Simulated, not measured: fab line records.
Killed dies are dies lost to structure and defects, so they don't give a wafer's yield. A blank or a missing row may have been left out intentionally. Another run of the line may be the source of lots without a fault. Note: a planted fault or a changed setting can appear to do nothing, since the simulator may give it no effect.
fab line records ; flow sky130 ; part 1 of 2: steps 1 to 26 of 36
record: lots: 5; wafers: 15; last-day: 50
route steps=708 shown VT_ADJUST_HVTP@91 VT_ADJUST_LVTN@97 VT_ADJUST_NCORE@119
lots that met no fault: taken from a fault-free run of the same line
start-h: start of the lot's first displayed wafer, in hours after the record's first day ; wait-h: hours from the lot's prior step to this one ; " as in the row above ; L1.1+2: several wafers, shown together as one row ; - no value, or no start was given ; * or withheld: withheld ; < > ~ a bound
route shown NAME@n: a module of which the file shows steps, and the number in the route of the first ; usual: mean/standard deviation taken from wafers without a fault ; same: alike in all rows ; chamber/n: place in a boat ; sites: each site's reading ; _std_site: their standard deviation ; _edge_site: the outer-site mean with the inner-site mean subtracted ; radius-mm: for every site, how far away it sits from the centre of the wafer ; mask NAME#n: copy n ; behind: the most recent tool/chamber to have shaped the wafer ; hold: reason for holding the lot/hours on hold/outcome of the hold ; device: names the non-switching transistor (n, p or np) ; end of line: the same wafers' tests at the end of the route ; for a step that has no rows: nothing shown but its recipe ; killed: dies that structure and defects cost at the first sort, which is not the same as the wafer's yield ; map: a wafer's dies, x killed, . not, _ none there
set.NAME: the run value of the setting; set.NAME@STEP: its run value at that earlier step ; model.NAME: the simulator's own value behind a step, which no gauge read
lots at selected steps of the route; one table per step, one row per wafer
services: from which hour (start-h, from the record's first day; less than 0 if before it) a tool's chamber was out of use, for how many hours, and why
== steps ==
step: SKY_VT_ADJUST_HVTP_DEVELOP_06
recipe: resist: NOVOLAK; developer: TMAH; develop-time-s: 60; dev-temp-c: 22.19
usual: developer-temp-C: 22.20/0.098; exhaust-pa: 44.7/0.94
lot.wafer;tool;chamber;start-h;wait-h;developer-temp-C;exhaust-pa
L077.2;litho-track-03;0;154.52;0.1;22.31;45.7
L077.4;litho-track-03;0;154.52;0.1;22.37;44.8
L077.6;litho-track-03;0;154.52;0.1;22.22;45.3
L081.2;litho-track-01;0;171.91;0.1;22.18;43.5
L081.3;litho-track-01;0;171.91;0.1;22.19;43.9
L081.5;litho-track-01;0;171.91;0.1;22.24;43.4
L090.1;litho-track-03;0;220.80;0.1;22.12;44.7
L090.2;litho-track-03;0;220.80;0.1;22.03;45.6
L090.3;litho-track-03;0;220.80;0.1;22.22;46.0
L093.1;litho-track-04;0;258.59;0.1;22.17;43.4
L093.3;litho-track-04;0;258.59;0.1;22.28;43.5
L093.6;litho-track-04;0;258.59;0.1;22.24;42.7
L097.1;litho-track-04;0;272.09;0.1;22.27;46.0
L097.4;litho-track-04;0;272.09;0.1;22.01;46.3
L097.6;litho-track-04;0;272.09;0.1;22.14;45.0
step: SKY_VT_ADJUST_HVTP_CD_MEAS_07
recipe: target-cd-nm: 380
usual: cd-nm: 380.6/3
lot.wafer;tool;chamber;start-h;wait-h;cd-nm
L077.2;cd-sem-01;-;154.67;0.1;381.5
L077.4;cd-sem-01;-;154.67;0.1;385.1
L077.6;cd-sem-01;-;154.67;0.1;381.9
L081.2;cd-sem-02;-;172.06;0.1;388.6
L081.3;cd-sem-02;-;172.06;0.1;386.9
L081.5;cd-sem-02;-;172.06;0.1;385.9
L090.1;cd-sem-01;-;220.95;0.1;380.5
L090.2;cd-sem-01;-;220.95;0.1;379.5
L090.3;cd-sem-01;-;220.95;0.1;378.7
L093.1;cd-sem-01;-;258.74;0.1;380.0
L093.3;cd-sem-01;-;258.74;0.1;381.6
L093.6;cd-sem-01;-;258.74;0.1;381.2
L097.1;cd-sem-02;-;272.24;0.1;377.9
L097.4;cd-sem-02;-;272.24;0.1;378.9
L097.6;cd-sem-02;-;272.24;0.1;378.8
step: SKY_VT_ADJUST_HVTP_OVL_MEAS_08
usual: VT_ADJUST_HVTP_OVL: -0.2/1.4
lot.wafer;tool;chamber;start-h;wait-h;VT_ADJUST_HVTP_OVL[nm]
L077.2;overlay-02;-;154.77;0.1;2.0
L077.4;overlay-02;-;154.77;0.1;0.2
L077.6;overlay-02;-;154.77;0.1;0.5
L081.2;overlay-02;-;172.16;0.1;1.1
L081.3;overlay-02;-;172.16;0.1;0.3
L081.5;overlay-02;-;172.16;0.1;-0.5
L090.1;overlay-02;-;221.07;0.1;-0.1
L090.2;overlay-02;-;221.07;0.1;0.1
L090.3;overlay-02;-;221.07;0.1;0.8
L093.1;overlay-01;-;258.86;0.1;0.1
L093.3;overlay-01;-;258.86;0.1;-2.3
L093.6;overlay-01;-;258.86;0.1;0.9
L097.1;overlay-01;-;272.36;0.1;-2.8
L097.4;overlay-01;-;272.36;0.1;-1.0
L097.6;overlay-01;-;272.36;0.1;-1.3
step: SKY_VT_ADJUST_HVTP_IMPLANT_09
recipe: species: As; energy-kev: 150; dose-cm2: 4.3e+12; tilt-deg: withheld
lot.wafer;tool;chamber;start-h;wait-h
L077.2+4+6;implanter-02;0;154.83;0.0
L081.2+3+5;implanter-03;0;172.22;0.0
L090.1+2+3;implanter-03;0;221.10;0.0
L093.1+3+6;implanter-03;0;258.90;0.0
L097.1+4+6;implanter-03;0;272.40;0.0
step: SKY_VT_ADJUST_HVTP_STRIP_10
recipe: chemistry: O2/N2; power-w: 1400; pressure-mtorr: 1500; platen-temp-c: withheld; o2-flow-sccm: 3000; n2-flow-sccm: 300; overash-fraction: 0.5
usual: drypump-motor-current-A: 5.7/0.48; oes-product-au: 0.715/0.0043; strip-time-to-endpoint-s: 14.18/0.043
same: overash-fraction: 0.5
lot.wafer;tool;chamber;start-h;wait-h;drypump-motor-current-A;oes-product-au;rf-hours-counter-h;strip-time-to-endpoint-s
L077.2;plasma-asher-01;0;154.95;0.1;5.6;0.717;46;14.11
L077.4;plasma-asher-01;0;154.95;0.1;5.6;0.720;-;14.15
L077.6;plasma-asher-01;0;154.95;0.1;5.6;0.714;-;14.08
L081.2;plasma-asher-04;1;172.34;0.1;4.8;0.713;5;14.21
L081.3;plasma-asher-04;1;172.34;0.1;4.8;0.719;-;14.22
L081.5;plasma-asher-04;0;172.34;0.1;6.3;0.720;-;14.22
L090.1;plasma-asher-04;1;221.25;0.1;4.8;0.712;10;14.14
L090.2;plasma-asher-04;0;221.25;0.1;6.3;0.717;10;14.16
L090.3;plasma-asher-04;1;221.25;0.1;4.8;0.712;-;14.14
L093.1;plasma-asher-01;1;259.05;0.1;5.9;0.716;55;14.14
L093.3;plasma-asher-01;1;259.05;0.1;5.9;0.708;-;14.14
L093.6;plasma-asher-01;1;259.05;0.1;5.8;0.719;-;14.15
L097.1;plasma-asher-01;0;272.55;0.1;5.6;0.708;57;14.19
L097.4;plasma-asher-01;0;272.55;0.1;5.6;0.714;-;14.17
L097.6;plasma-asher-01;0;272.55;0.1;5.6;0.713;-;14.20
step: SKY_VT_ADJUST_HVTP_TW_MEAS_11
usual: VT_ADJUST_HVTP_TW: 1361/7.9
lot.wafer;tool;chamber;start-h;wait-h;VT_ADJUST_HVTP_TW
L077.2;film-metro-03;-;155.06;0.1;1368
L077.4;film-metro-03;-;155.06;0.1;1371
L077.6;film-metro-03;-;155.06;0.1;1372
L081.2;film-metro-02;-;172.45;0.1;1351
L081.3;film-metro-02;-;172.45;0.1;1352
L081.5;film-metro-02;-;172.45;0.1;1352
L090.1;film-metro-01;-;221.35;0.1;1360
L090.2;film-metro-01;-;221.35;0.1;1376
L090.3;film-metro-01;-;221.35;0.1;1373
L093.1;film-metro-01;-;259.15;0.1;1369
L093.3;film-metro-01;-;259.15;0.1;1373
L093.6;film-metro-01;-;259.15;0.1;1365
L097.1;film-metro-01;-;272.65;0.1;1361
L097.4;film-metro-01;-;272.65;0.1;1361
L097.6;film-metro-01;-;272.65;0.1;1365
step: SKY_VT_ADJUST_LVTN_DEHYDRATE_00
recipe: temp-c: 200; time-s: 60
usual: exhaust-pa: 45.0/0.84
lot.wafer;tool;chamber;start-h;wait-h;exhaust-pa
L077.2;litho-track-02;0;164.35;9.3;43.9
L077.4;litho-track-02;0;164.35;9.3;43.5
L077.6;litho-track-02;0;164.35;9.3;44.5
L081.2;litho-track-02;0;182.80;10.3;44.2
L081.3;litho-track-02;0;182.80;10.3;44.4
L081.5;litho-track-02;0;182.80;10.3;45.6
L090.1;litho-track-01;0;231.79;10.4;46.1
L090.2;litho-track-01;0;231.79;10.4;44.8
L090.3;litho-track-01;0;231.79;10.4;44.9
L093.1;litho-track-01;0;270.69;11.5;45.3
L093.3;litho-track-01;0;270.69;11.5;43.4
L093.6;litho-track-01;0;270.69;11.5;44.5
L097.1;litho-track-04;0;284.14;11.5;44.6
L097.4;litho-track-04;0;284.14;11.5;44.3
L097.6;litho-track-04;0;284.14;11.5;45.6
step: SKY_VT_ADJUST_LVTN_HMDS_01
recipe: prime-time-s: 60; prime-temp-c: 120
usual: exhaust-pa: 44.8/0.96
lot.wafer;tool;chamber;start-h;wait-h;exhaust-pa
L077.2;litho-track-02;0;164.50;0.1;43.6
L077.4;litho-track-02;0;164.50;0.1;42.1
L077.6;litho-track-02;0;164.50;0.1;44.0
L081.2;litho-track-02;0;182.95;0.1;44.8
L081.3;litho-track-02;0;182.95;0.1;44.6
L081.5;litho-track-02;0;182.95;0.1;43.9
L090.1;litho-track-01;0;231.94;0.1;44.7
L090.2;litho-track-01;0;231.94;0.1;45.7
L090.3;litho-track-01;0;231.94;0.1;45.6
L093.1;litho-track-01;0;270.84;0.1;44.3
L093.3;litho-track-01;0;270.84;0.1;44.0
L093.6;litho-track-01;0;270.84;0.1;45.3
L097.1;litho-track-04;0;284.29;0.1;43.7
L097.4;litho-track-04;0;284.29;0.1;44.6
L097.6;litho-track-04;0;284.29;0.1;42.9
step: SKY_VT_ADJUST_LVTN_COAT_02
recipe: spin-rpm: 2000; resist-thk-nm: 3000
usual: exhaust-pa: 44.8/0.69
lot.wafer;tool;chamber;start-h;wait-h;exhaust-pa
L077.2;litho-track-02;0;164.65;0.1;45.3
L077.4;litho-track-02;0;164.65;0.1;45.2
L077.6;litho-track-02;0;164.65;0.1;45.6
L081.2;litho-track-02;0;183.10;0.1;45.1
L081.3;litho-track-02;0;183.10;0.1;45.2
L081.5;litho-track-02;0;183.10;0.1;44.1
L090.1;litho-track-01;0;232.09;0.1;45.3
L090.2;litho-track-01;0;232.09;0.1;45.9
L090.3;litho-track-01;0;232.09;0.1;45.3
L093.1;litho-track-01;0;270.99;0.1;44.3
L093.3;litho-track-01;0;270.99;0.1;45.1
L093.6;litho-track-01;0;270.99;0.1;44.3
L097.1;litho-track-04;0;284.44;0.1;44.7
L097.4;litho-track-04;0;284.44;0.1;45.6
L097.6;litho-track-04;0;284.44;0.1;44.3
step: SKY_VT_ADJUST_LVTN_SOFTBAKE_03
recipe: temp-c: 110; time-s: withheld
usual: exhaust-pa: 44.7/1
lot.wafer;tool;chamber;start-h;wait-h;exhaust-pa
L077.2;litho-track-02;0;164.81;0.1;45.3
L077.4;litho-track-02;0;164.81;0.1;46.6
L077.6;litho-track-02;0;164.81;0.1;45.1
L081.2;litho-track-02;0;183.26;0.1;44.5
L081.3;litho-track-02;0;183.26;0.1;44.2
L081.5;litho-track-02;0;183.26;0.1;43.9
L090.1;litho-track-01;0;232.24;0.1;44.2
L090.2;litho-track-01;0;232.24;0.1;44.7
L090.3;litho-track-01;0;232.24;0.1;44.6
L093.1;litho-track-01;0;271.14;0.1;44.6
L093.3;litho-track-01;0;271.14;0.1;46.3
L093.6;litho-track-01;0;271.14;0.1;46.0
L097.1;litho-track-04;0;284.59;0.1;44.1
L097.4;litho-track-04;0;284.59;0.1;44.5
L097.6;litho-track-04;0;284.59;0.1;43.6
step: SKY_VT_ADJUST_LVTN_EXPOSE_04
recipe: mask-id: NWM_COMPLEMENT_LESS_NATIVE; na: 0.6; source-shape: conventional; sigma-outer: 0.6; polarization: unpolarized; target-cd-nm: 840; dose-mj: 194
same: na: 0.6; sigma-outer: 0.6
lot.wafer;tool;chamber;start-h;wait-h;mask
L077.2+4+6;iline-stepper-02;0;-;-;NWM_COMPLEMENT_LESS_NATIVE#0
L081.2+3+5;iline-stepper-01;0;-;-;NWM_COMPLEMENT_LESS_NATIVE#0
L090.1+2+3;iline-stepper-01;0;-;-;NWM_COMPLEMENT_LESS_NATIVE#0
L093.1+3+6;iline-stepper-01;0;-;-;NWM_COMPLEMENT_LESS_NATIVE#0
L097.1+4+6;iline-stepper-01;0;-;-;NWM_COMPLEMENT_LESS_NATIVE#0
step: SKY_VT_ADJUST_LVTN_PEB_05
recipe: temp-c: 115; time-s: withheld
usual: exhaust-pa: 45.0/0.96
lot.wafer;tool;chamber;start-h;wait-h;exhaust-pa
L077.2;litho-track-02;0;-;-;45.3
L077.4;litho-track-02;0;-;-;43.8
L077.6;litho-track-02;0;-;-;44.1
L081.2;litho-track-04;0;-;-;43.7
L081.3;litho-track-04;0;-;-;46.3
L081.5;litho-track-04;0;-;-;46.4
L090.1;litho-track-01;0;-;-;45.1
L090.2;litho-track-01;0;-;-;45.2
L090.3;litho-track-01;0;-;-;44.2
L093.1;litho-track-04;0;-;-;45.0
L093.3;litho-track-04;0;-;-;44.7
L093.6;litho-track-04;0;-;-;46.2
L097.1;litho-track-01;0;-;-;45.7
L097.4;litho-track-01;0;-;-;44.8
L097.6;litho-track-01;0;-;-;47.0
step: SKY_VT_ADJUST_LVTN_DEVELOP_06
recipe: wall-angle-deg: 90; developer: TMAH; develop-time-s: 60; dev-temp-c: 23
usual: developer-temp-C: 22.99/0.1; exhaust-pa: 44.9/0.9
lot.wafer;tool;chamber;start-h;wait-h;developer-temp-C;exhaust-pa
L077.2;litho-track-02;0;-;-;23.09;44.0
L077.4;litho-track-02;0;-;-;22.96;43.8
L077.6;litho-track-02;0;-;-;23.11;43.7
L081.2;litho-track-04;0;-;-;23.01;44.6
L081.3;litho-track-04;0;-;-;22.78;45.2
L081.5;litho-track-04;0;-;-;22.96;44.8
L090.1;litho-track-01;0;-;-;22.94;44.6
L090.2;litho-track-01;0;-;-;22.88;45.5
L090.3;litho-track-01;0;-;-;23.13;45.0
L093.1;litho-track-04;0;-;-;22.90;44.5
L093.3;litho-track-04;0;-;-;22.87;44.6
L093.6;litho-track-04;0;-;-;23.03;44.2
L097.1;litho-track-01;0;-;-;23.11;45.9
L097.4;litho-track-01;0;-;-;23.13;47.1
L097.6;litho-track-01;0;-;-;22.91;46.8
step: SKY_VT_ADJUST_LVTN_OVL_MEAS_07
usual: VT_ADJUST_LVTN_OVL: -1.1/1.4
lot.wafer;tool;chamber;start-h;wait-h;VT_ADJUST_LVTN_OVL[nm]
L077.2;overlay-01;-;174.59;-;-2.5
L077.4;overlay-01;-;174.59;-;-3.8
L077.6;overlay-01;-;174.59;-;-2.5
L081.2;overlay-01;-;193.50;-;-1.0
L081.3;overlay-01;-;193.50;-;-3.3
L081.5;overlay-01;-;193.50;-;-0.3
L090.1;overlay-01;-;243.49;-;-0.5
L090.2;overlay-01;-;243.49;-;-0.5
L090.3;overlay-01;-;243.49;-;-1.1
L093.1;overlay-02;-;283.79;-;-0.8
L093.3;overlay-02;-;283.79;-;-1.3
L093.6;overlay-02;-;283.79;-;-0.6
L097.1;overlay-02;-;297.68;-;-0.7
L097.4;overlay-02;-;297.68;-;0.3
L097.6;overlay-02;-;297.68;-;-3.6
step: SKY_VT_ADJUST_LVTN_IMPLANT_08
recipe: species: B; energy-kev: 30; dose-cm2: 1.57e+12; tilt-deg: withheld
lot.wafer;tool;chamber;start-h;wait-h
L077.2+4+6;implanter-01;0;174.64;0.0
L081.2+3+5;implanter-04;0;193.55;0.0
L090.1+2+3;implanter-02;0;243.52;0.0
L093.1+3+6;implanter-04;0;283.83;0.0
L097.1+4+6;implanter-04;0;297.72;0.0
step: SKY_VT_ADJUST_LVTN_STRIP_09
recipe: chemistry: O2/N2; power-w: 1400; pressure-mtorr: 1500; platen-temp-c: withheld; o2-flow-sccm: 3000; n2-flow-sccm: 300; overash-fraction: 0.5
usual: drypump-motor-current-A: 5.80/0.3; oes-product-au: 0.722/0.0043; strip-time-to-endpoint-s: 36.96/0.086
same: overash-fraction: 0.5
lot.wafer;tool;chamber;start-h;wait-h;drypump-motor-current-A;oes-product-au;rf-hours-counter-h;strip-time-to-endpoint-s
L077.2;plasma-asher-03;1;174.77;0.1;5.81;0.728;37;37.05
L077.4;plasma-asher-03;0;174.77;0.1;6.20;0.721;-;36.99
L077.6;plasma-asher-03;0;174.77;0.1;6.19;0.722;-;36.98
L081.2;plasma-asher-02;1;193.68;0.1;5.90;0.718;52;36.89
L081.3;plasma-asher-02;1;193.68;0.1;5.88;0.728;-;36.93
L081.5;plasma-asher-02;0;193.68;0.1;5.14;0.716;-;36.87
L090.1;plasma-asher-03;0;243.67;0.1;6.19;0.724;44;36.99
L090.2;plasma-asher-03;1;243.67;0.1;5.81;0.720;44;36.94
L090.3;plasma-asher-03;1;243.67;0.1;5.81;0.724;-;36.99
L093.1;plasma-asher-01;0;283.98;0.1;5.59;0.721;58;37.08
L093.3;plasma-asher-01;1;283.98;0.1;5.86;0.720;-;37.13
L093.6;plasma-asher-01;1;283.98;0.1;5.85;0.727;-;37.02
L097.1;plasma-asher-01;1;297.87;0.1;5.88;0.721;59;36.95
L097.4;plasma-asher-01;0;297.87;0.1;5.61;0.729;-;36.94
L097.6;plasma-asher-01;0;297.87;0.1;5.61;0.725;-;36.94
step: SKY_VT_ADJUST_LVTN_TW_MEAS_10
usual: VT_ADJUST_LVTN_TW: 243.2/1.6
lot.wafer;tool;chamber;start-h;wait-h;VT_ADJUST_LVTN_TW
L077.2;film-metro-04;-;174.88;0.1;244.8
L077.4;film-metro-04;-;174.88;0.1;245.2
L077.6;film-metro-04;-;174.88;0.1;244.0
L081.2;film-metro-01;-;193.79;0.1;241.4
L081.3;film-metro-01;-;193.79;0.1;242.6
L081.5;film-metro-01;-;193.79;0.1;243.7
L090.1;film-metro-02;-;243.77;0.1;240.9
L090.2;film-metro-02;-;243.77;0.1;240.4
L090.3;film-metro-02;-;243.77;0.1;240.9
L093.1;film-metro-01;-;284.08;0.1;244.9
L093.3;film-metro-01;-;284.08;0.1;244.9
L093.6;film-metro-01;-;284.08;0.1;244.8
L097.1;film-metro-02;-;297.97;0.1;240.7
L097.4;film-metro-02;-;297.97;0.1;241.6
L097.6;film-metro-02;-;297.97;0.1;241.0
step: SKY_VT_ADJUST_LVTN_DEHYDRATE_11
recipe: temp-c: 200; time-s: 60
usual: exhaust-pa: 45.1/0.92
lot.wafer;tool;chamber;start-h;wait-h;exhaust-pa
L077.2;litho-track-04;0;184.67;9.8;43.7
L077.4;litho-track-04;0;184.67;9.8;43.7
L077.6;litho-track-04;0;184.67;9.8;44.6
L081.2;litho-track-01;0;203.86;10.1;45.6
L081.3;litho-track-01;0;203.86;10.1;46.7
L081.5;litho-track-01;0;203.86;10.1;44.9
L090.1;litho-track-04;0;254.69;10.9;45.9
L090.2;litho-track-04;0;254.69;10.9;44.6
L090.3;litho-track-04;0;254.69;10.9;45.3
L093.1;litho-track-04;0;296.34;12.3;44.7
L093.3;litho-track-04;0;296.34;12.3;45.0
L093.6;litho-track-04;0;296.34;12.3;45.2
L097.1;litho-track-02;0;309.93;11.9;46.6
L097.4;litho-track-02;0;309.93;11.9;46.0
L097.6;litho-track-02;0;309.93;11.9;46.9
step: SKY_VT_ADJUST_LVTN_HMDS_12
recipe: prime-time-s: 60; prime-temp-c: 120
usual: exhaust-pa: 45.1/1
lot.wafer;tool;chamber;start-h;wait-h;exhaust-pa
L077.2;litho-track-04;0;184.82;0.1;46.2
L077.4;litho-track-04;0;184.82;0.1;45.1
L077.6;litho-track-04;0;184.82;0.1;45.9
L081.2;litho-track-01;0;204.01;0.1;44.2
L081.3;litho-track-01;0;204.01;0.1;44.6
L081.5;litho-track-01;0;204.01;0.1;44.1
L090.1;litho-track-04;0;254.84;0.1;45.5
L090.2;litho-track-04;0;254.84;0.1;44.9
L090.3;litho-track-04;0;254.84;0.1;46.1
L093.1;litho-track-04;0;296.49;0.1;45.4
L093.3;litho-track-04;0;296.49;0.1;45.0
L093.6;litho-track-04;0;296.49;0.1;44.7
L097.1;litho-track-02;0;310.08;0.1;44.7
L097.4;litho-track-02;0;310.08;0.1;46.7
L097.6;litho-track-02;0;310.08;0.1;45.1
step: SKY_VT_ADJUST_LVTN_COAT_13
recipe: resist: NOVOLAK; spin-rpm: 3000; resist-thk-nm: 1140
usual: exhaust-pa: 45.0/0.88
lot.wafer;tool;chamber;start-h;wait-h;exhaust-pa
L077.2;litho-track-04;0;184.97;0.1;46.4
L077.4;litho-track-04;0;184.97;0.1;45.2
L077.6;litho-track-04;0;184.97;0.1;44.9
L081.2;litho-track-01;0;204.16;0.1;46.5
L081.3;litho-track-01;0;204.16;0.1;46.5
L081.5;litho-track-01;0;204.16;0.1;45.4
L090.1;litho-track-04;0;254.99;0.1;45.2
L090.2;litho-track-04;0;254.99;0.1;44.6
L090.3;litho-track-04;0;254.99;0.1;44.9
L093.1;litho-track-04;0;296.64;0.1;42.9
L093.3;litho-track-04;0;296.64;0.1;44.9
L093.6;litho-track-04;0;296.64;0.1;43.9
L097.1;litho-track-02;0;310.23;0.1;45.1
L097.4;litho-track-02;0;310.23;0.1;45.4
L097.6;litho-track-02;0;310.23;0.1;45.0
step: SKY_VT_ADJUST_LVTN_SOFTBAKE_14
recipe: temp-c: 90; time-s: 60; resist: NOVOLAK
usual: exhaust-pa: 45.1/0.83
lot.wafer;tool;chamber;start-h;wait-h;exhaust-pa
L077.2;litho-track-04;0;185.12;0.1;44.4
L077.4;litho-track-04;0;185.12;0.1;45.6
L077.6;litho-track-04;0;185.12;0.1;45.3
L081.2;litho-track-01;0;204.31;0.1;45.9
L081.3;litho-track-01;0;204.31;0.1;45.3
L081.5;litho-track-01;0;204.31;0.1;46.0
L090.1;litho-track-04;0;255.14;0.1;46.7
L090.2;litho-track-04;0;255.14;0.1;47.1
L090.3;litho-track-04;0;255.14;0.1;45.9
L093.1;litho-track-04;0;296.79;0.1;45.3
L093.3;litho-track-04;0;296.79;0.1;44.4
L093.6;litho-track-04;0;296.79;0.1;45.4
L097.1;litho-track-02;0;310.38;0.1;46.1
L097.4;litho-track-02;0;310.38;0.1;45.1
L097.6;litho-track-02;0;310.38;0.1;45.6
step: SKY_VT_ADJUST_LVTN_EXPOSE_15
recipe: mask-id: HVN_STD_DERIVED; na: 0.6; source-shape: conventional; sigma-outer: 0.6; polarization: unpolarized; target-cd-nm: 600; dose-mj: 163
same: na: 0.6; sigma-outer: 0.6
lot.wafer;tool;chamber;start-h;wait-h;mask
L077.2+4+6;iline-stepper-01;0;-;-;HVN_STD_DERIVED#0
L081.2+3+5;iline-stepper-02;0;-;-;HVN_STD_DERIVED#0
L090.1+2+3;iline-stepper-01;0;-;-;HVN_STD_DERIVED#0
L093.1+3+6;iline-stepper-01;0;-;-;HVN_STD_DERIVED#0
L097.1+4+6;iline-stepper-02;0;-;-;HVN_STD_DERIVED#0
step: SKY_VT_ADJUST_LVTN_PEB_16
recipe: temp-c: withheld; time-s: *; resist: NOVOLAK
usual: exhaust-pa: 44.8/0.89
lot.wafer;tool;chamber;start-h;wait-h;exhaust-pa
L077.2;litho-track-02;0;-;-;44.5
L077.4;litho-track-02;0;-;-;44.5
L077.6;litho-track-02;0;-;-;45.5
L081.2;litho-track-02;0;-;-;45.1
L081.3;litho-track-02;0;-;-;45.4
L081.5;litho-track-02;0;-;-;44.4
L090.1;litho-track-01;0;-;-;45.2
L090.2;litho-track-01;0;-;-;44.3
L090.3;litho-track-01;0;-;-;44.4
L093.1;litho-track-02;0;-;-;46.6
L093.3;litho-track-02;0;-;-;44.9
L093.6;litho-track-02;0;-;-;45.4
L097.1;litho-track-01;0;-;-;46.3
L097.4;litho-track-01;0;-;-;45.2
L097.6;litho-track-01;0;-;-;46.1
step: SKY_VT_ADJUST_LVTN_DEVELOP_17
recipe: resist: NOVOLAK; developer: TMAH; develop-time-s: 60; dev-temp-c: 23
usual: developer-temp-C: 22.99/0.1; exhaust-pa: 44.9/0.83
lot.wafer;tool;chamber;start-h;wait-h;developer-temp-C;exhaust-pa
L077.2;litho-track-02;0;194.90;0.1;23.17;44.4
L077.4;litho-track-02;0;194.90;0.1;23.12;44.6
L077.6;litho-track-02;0;194.90;0.1;23.07;43.5
L081.2;litho-track-02;0;214.75;0.1;23.00;45.5
L081.3;litho-track-02;0;214.75;0.1;22.96;44.0
L081.5;litho-track-02;0;214.75;0.1;22.95;45.9
L090.1;litho-track-01;0;266.48;0.1;22.94;44.5
L090.2;litho-track-01;0;266.48;0.1;23.03;45.8
L090.3;litho-track-01;0;266.48;0.1;22.87;45.3
L093.1;litho-track-02;0;309.43;0.1;22.87;45.2
L093.3;litho-track-02;0;309.43;0.1;22.94;43.9
L093.6;litho-track-02;0;309.43;0.1;22.90;43.4
L097.1;litho-track-01;0;323.38;0.1;23.07;44.1
L097.4;litho-track-01;0;323.38;0.1;23.21;44.6
L097.6;litho-track-01;0;323.38;0.1;23.11;44.1
step: SKY_VT_ADJUST_LVTN_OVL_MEAS_18
usual: VT_ADJUST_LVTN_01_OVL: -0.4/1.7
lot.wafer;tool;chamber;start-h;wait-h;VT_ADJUST_LVTN_01_OVL[nm]
L077.2;overlay-02;-;195.04;0.1;-1.2
L077.4;overlay-02;-;195.04;0.1;-0.4
L077.6;overlay-02;-;195.04;0.1;-1.8
L081.2;overlay-01;-;214.89;0.1;2.0
L081.3;overlay-01;-;214.89;0.1;2.4
L081.5;overlay-01;-;214.89;0.1;1.6
L090.1;overlay-02;-;266.63;0.1;-2.0
L090.2;overlay-02;-;266.63;0.1;-1.3
L090.3;overlay-02;-;266.63;0.1;-2.3
L093.1;overlay-01;-;309.58;0.1;-3.5
L093.3;overlay-01;-;309.58;0.1;-1.1
L093.6;overlay-01;-;309.58;0.1;0.2
L097.1;overlay-01;-;323.53;0.1;3.8
L097.4;overlay-01;-;323.53;0.1;2.3
L097.6;overlay-01;-;323.53;0.1;1.1
step: SKY_VT_ADJUST_LVTN_IMPLANT_19
recipe: species: B; energy-kev: 30; dose-cm2: 6.5e+11; tilt-deg: withheld
lot.wafer;tool;chamber;start-h;wait-h
L077.2+4+6;implanter-02;0;195.09;0.0
L081.2+3+5;implanter-04;0;214.94;0.0
L090.1+2+3;implanter-02;0;266.67;0.0
L093.1+3+6;implanter-02;0;309.62;0.0
L097.1+4+6;implanter-02;0;323.57;0.0
